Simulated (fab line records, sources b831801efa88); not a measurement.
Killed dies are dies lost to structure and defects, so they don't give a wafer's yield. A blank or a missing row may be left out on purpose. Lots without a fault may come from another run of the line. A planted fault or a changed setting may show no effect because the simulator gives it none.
Which tool did it? | flow sky130 | 13 lots, 39 wafers sampled, at 4 steps of a route of 708

WHAT THE GAUGES READ, wafer by wafer
SKY_CONTACT_THK_MEAS_26: measures by xrf. Usual: CONTACT_W_THK 348 nm, standard deviation 5.6.
lot  | measured     | on            | CONTACT_W_THK (nm) | flag
L941 | day 32 01:25 | film_metro-02 | 343 342 343        |
L943 | day 32 15:14 | film_metro-03 | 345 349 350        |
L944 | day 33 04:08 | film_metro-03 | 349 349 347        |
L946 | day 33 17:50 | film_metro-02 | 353 350 349        |
L945 | day 33 21:57 | film_metro-02 | 350 345 352        |
L948 | day 34 18:59 | film_metro-03 | 345 345 347        |
L960 | day 38 11:36 | film_metro-01 | 349 347 347        |
L961 | day 38 14:24 | film_metro-01 | 349 358 351        |
L963 | day 38 17:55 | film_metro-01 | 352 361 359        |
L962 | day 38 21:20 | film_metro-02 | 350 355 350        |

SKY_METAL1_OVL_MEAS_16. Usual: METAL1_OVL 2 nm, standard deviation 5.7.
lot  | measured     | on         | METAL1_OVL (nm) | flag
L941 | day 33 04:56 | overlay-02 | 8 15 13         |
L943 | day 33 18:44 | overlay-01 | 0 -5 1          |
L944 | day 34 07:11 | overlay-02 | 0 -3 -8         |
L946 | day 34 20:38 | overlay-02 | -2 -9 6         |
L945 | day 35 01:11 | overlay-01 | 3 9 11          |
L948 | day 35 21:35 | overlay-01 | 0 -8 -2         |
L960 | day 39 13:35 | overlay-02 | 6 -7 5          |
L961 | day 39 16:44 | overlay-01 | -6 6 -2         |
L963 | day 39 19:29 | overlay-02 | 2 -4 3          |
L962 | day 39 22:20 | overlay-01 | 7 1 6           |

WHICH TOOL RAN EACH LOT (tool, then ch and the chambers of the sampled wafers, then the start)
lot  | SKY_LI_CONTACT_ETCH_14             | SKY_LI_CONTACT_SPUTTER_20
L941 | rie_diel-02 ch 1,2, day 29 13:31   | pvd_sputter-01, day 29 14:01
L943 | rie_diel-02 ch 0,1, day 30 05:22   | pvd_sputter-02, day 30 05:52
L944 | rie_diel-04 ch 0,2, day 30 16:47   | pvd_sputter-03, day 30 17:17
L946 | rie_diel-04 ch 1,2,3, day 31 08:01 | pvd_sputter-01, day 31 08:31
L945 | rie_diel-02 ch 0,2,3, day 31 12:47 | pvd_sputter-02, day 31 13:17
L948 | rie_diel-04 ch 0,1,3, day 32 09:21 | pvd_sputter-03, day 32 09:51
L954 | rie_diel-03 ch 1,3, day 34 00:16   | pvd_sputter-03, day 34 00:46
L955 | rie_diel-04 ch 0,2,3, day 34 09:31 | pvd_sputter-02, day 34 10:01
L956 | rie_diel-04 ch 1,2,3, day 34 20:56 | pvd_sputter-01, day 34 21:27
L960 | rie_diel-02 ch 1,3, day 36 04:10   | pvd_sputter-03, day 36 04:40
L961 | rie_diel-04 ch 0,2, day 36 06:52   | pvd_sputter-03, day 36 07:22
L963 | rie_diel-03 ch 0, day 36 10:02     | pvd_sputter-03, day 36 10:46
L962 | rie_diel-02 ch 1,2,3, day 36 14:16 | pvd_sputter-03, day 36 14:46
- SKY_LI_CONTACT_ETCH_14: etches BARC in N2/H2, stops on SiO2, time 45.9 s, target depth 60 nm.
- SKY_LI_CONTACT_SPUTTER_20: material TiN, target thk 20 nm, time 80 s.

WHAT THE TOOLS THEMSELVES READ (means of the sampled wafers that have a number; where no wafer has one, the mark that the record gives instead)
SKY_LI_CONTACT_ETCH_14. Usual: drypump_motor_current_A 5.7 A, standard deviation 0.4; oes_product_au 0.855 a.u., standard deviation 0.0045; throttle_valve_pct 13.225 %, standard deviation 0.0087.
lot  | tool        | drypump_motor_current_A (A) | oes_product_au (a.u.) | throttle_valve_pct (%) | flag
L941 | rie_diel-02 | 5.7                         | 0.855                 | 13.228                 |
L943 | rie_diel-02 | 5.6                         | 0.853                 | 13.228                 |
L944 | rie_diel-04 | 6.2                         | 0.857                 | 13.219                 |
L946 | rie_diel-04 | 5.7                         | 0.852                 | 13.223                 |
L945 | rie_diel-02 | 5.5                         | 0.855                 | 13.224                 |
L948 | rie_diel-04 | 5.7                         | 0.857                 | 13.230                 |
L954 | rie_diel-03 | 5.7                         | 0.852                 | 13.221                 |
L955 | rie_diel-04 | 6.0                         | 0.851                 | 13.217                 |
L956 | rie_diel-04 | 5.7                         | 0.855                 | 13.231                 |
L960 | rie_diel-02 | 5.0                         | 0.854                 | 13.225                 |
L961 | rie_diel-04 | 6.2                         | 0.852                 | 13.213                 |
L963 | rie_diel-03 | 5.7                         | 0.853                 | 13.232                 |
L962 | rie_diel-02 | 5.4                         | 0.860                 | 13.225                 |

SKY_LI_CONTACT_SPUTTER_20. Usual: cathode_dc_power_W 4000.1 W, standard deviation 0.72; chamber_pressure_pa 5.000 Pa, standard deviation 0.0091; throttle_valve_pct 29.7 %, standard deviation 0.65.
lot  | tool           | cathode_dc_power_W (W) | chamber_pressure_pa (Pa) | throttle_valve_pct (%) | flag
L941 | pvd_sputter-01 | 4000.8                 | 4.998                    | 29.9                   |
L943 | pvd_sputter-02 | 3999.6                 | 5.000                    | 29.9                   |
L944 | pvd_sputter-03 | 3999.6                 | 5.004                    | 29.4                   |
L946 | pvd_sputter-01 | 4000.1                 | 5.002                    | 29.5                   |
L945 | pvd_sputter-02 | 3999.7                 | 4.998                    | 30.1                   |
L948 | pvd_sputter-03 | 4000.6                 | 4.998                    | 29.8                   |
L954 | pvd_sputter-03 | -                      | -                        | -                      | OFF
L955 | pvd_sputter-02 | -                      | -                        | -                      | OFF
L956 | pvd_sputter-01 | -                      | -                        | -                      | OFF
L960 | pvd_sputter-03 | 3999.6                 | 5.001                    | 28.8                   |
L961 | pvd_sputter-03 | 3999.7                 | 4.992                    | 29.3                   |
L963 | pvd_sputter-03 | 4000.3                 | 4.996                    | 29.6                   |
L962 | pvd_sputter-03 | 4000.0                 | 4.997                    | 29.7                   |

THE ANSWER, worked out from the rows above alone
Rule: a lot is off if the mean of its wafers that have a number lies more than 3 standard deviations from the usual mean. A lot without any number at a reading at which 4 lots or more have one is off too. The other lots that the step has rows for count as sound. The gauges are gone through in route order, then the tools' own readings, and for those a lot's mean is taken as printed above. The first step at which some lot is off is used, and at that step the reading that is off furthest; a lot without a number counts as furthest.
Off: L954, L955, L956, at SKY_LI_CONTACT_SPUTTER_20 (cathode_dc_power_W). Without a number there: L954, L955, L956.
A tool fits if, at that step or a process step before it, it ran every lot that is off, and no sound lot after the first of them. None of those tried fits.

WHAT THE SIMULATOR HAD PUT IN
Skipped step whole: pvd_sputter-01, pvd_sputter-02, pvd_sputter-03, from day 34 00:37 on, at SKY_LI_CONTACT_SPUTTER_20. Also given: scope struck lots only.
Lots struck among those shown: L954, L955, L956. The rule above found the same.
